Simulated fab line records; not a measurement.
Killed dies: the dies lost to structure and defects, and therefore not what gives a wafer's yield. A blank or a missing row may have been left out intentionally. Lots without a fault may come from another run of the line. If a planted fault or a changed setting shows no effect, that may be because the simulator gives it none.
Chamber matching ; flow sfqLine ; SFQ_TRILAYER_I0_DEP_PECVD_027 on pecvd-02: 3 sister chambers
The step deposits SiO2 from SiH4/N2O, time 111.11 s, target thk 500 nm. 3 wafers are shown with their chamber, then 7 later ones without.

WAFERS PAIRED WITH THEIR CHAMBERS
wafer;chamber;heaterPowerW (W)
L487.1;0;89
L487.5;2;94
L492.4;1;62

WAFERS WITH NO CHAMBER GIVEN
wafer;heaterPowerW (W)
L492.6;93
L496.1;55
L496.2;96
L496.4;93
L497.1;67
L497.2;83
L497.6;88

CHAMBER TAKEN BY EACH
wafer;from the rows above;in truth
L492.6;can't be placed: 2 or 0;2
L496.1;1;1
L496.2;can't be placed: 2 or 0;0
L496.4;can't be placed: 2 or 0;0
L497.1;1;1
L497.2;can't be placed: 0 or 2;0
L497.6;can't be placed: 0 or 2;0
Correctly placed: 2 of 7. Unplaceable from these rows: 5, with the true chamber sitting among the candidates in 5. Placed wrongly: 0.
How it was worked out, from the rows above alone: a wafer's distance from a chamber is the root of the sum, over the readings, of the square of ((its reading less the chamber's mean) divided by the reading's scatter). The wafer belongs to the nearest chamber; if the next one is less than 2 further off, it can't be placed. The mean given for a chamber averages the wafers shown for that chamber. The scatter: with one shown wafer a chamber, the root of the mean of the squares of how far each hidden wafer lies from its nearest shown one.
